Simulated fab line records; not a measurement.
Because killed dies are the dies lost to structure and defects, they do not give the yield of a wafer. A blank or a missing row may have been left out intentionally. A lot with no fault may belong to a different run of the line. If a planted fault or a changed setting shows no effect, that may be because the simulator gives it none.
Which tool was responsible? + flow gf180mcu + Sampling: 6 lots, 18 wafers, 2 of 602 route steps

WHAT EACH GAUGE READ, for each wafer
GF_PSD_RS_MEAS_14: the measuring method here is four-point-probe.
| lot  | measured     | on            | NSD_RS (ohm/sq)   |
|------|--------------|---------------|-------------------|
| L859 | day 14 18:39 | film metro-04 | 46.25 46.21 46.16 |
| L862 | day 16 16:08 | film metro-02 | 46.32 46.17 46.25 |
| L865 | day 17 03:16 | film metro-02 | 46.25 46.31 46.35 |
| L868 | day 18 09:08 | film metro-02 | 46.14 46.19 46.14 |
| L871 | day 19 02:17 | film metro-02 | 40.30 40.35 40.33 |
| L874 | day 20 01:10 | film metro-04 | 40.47 40.44 40.41 |

TOOL THAT RAN EACH LOT (tool first, then ch and the chambers of the sampled wafers, then the start)
| lot  | GF_PSD_RTA_13                    |
|------|----------------------------------|
| L859 | rtp anneal-01 ch 0, day 14 18:34 |
| L862 | rtp anneal-01 ch 0, day 16 16:02 |
| L865 | rtp anneal-02 ch 0, day 17 03:10 |
| L868 | rtp anneal-02 ch 0, day 18 09:03 |
| L871 | rtp anneal-02 ch 0, day 19 02:11 |
| L874 | rtp anneal-02 ch 0, day 20 01:05 |
- GF_PSD_RTA_13: time 20 s.

THE ANSWER, worked out from the rows above alone
Rule: the usual values come from the lots themselves. Put in order of their means at a reading, lots are off if they are a third of the lots or fewer, leave a main group of 4 or more, and stand apart from it by a gap of 3 or more times the standard deviation of the main group's means; of several such gaps the widest counts. Not used: any main group whose means are identical at the precision the tables above print for the reading. Also off: a lot with no number at a reading for which 4 or more lots have one. All remaining lots with rows at the step are treated as sound.
Off: L871, L874, at GF_PSD_RS_MEAS_14 (NSD_RS). Main group: mean 46.23 ohm/sq, sd 0.054.
If a tool, at a process step before that reading, ran all the lots that are off and no sound lot after the first of them, it fits. Gauges at GF_PSD_RS_MEAS_14: tried the same way as those tools. One fits: rtp anneal-02 at GF_PSD_RTA_13. A fault onset in the window from L868 (day 18 09:03, its last sound lot) to L871 (day 19 02:11, its first lot off) fits.

WHAT HAD BEEN PUT IN BY THE SIMULATOR
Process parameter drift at GF_PSD_RTA_13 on rtp anneal-02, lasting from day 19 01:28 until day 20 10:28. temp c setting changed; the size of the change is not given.
Shown lots that were struck: L871, L874. Same finding as the rule above.
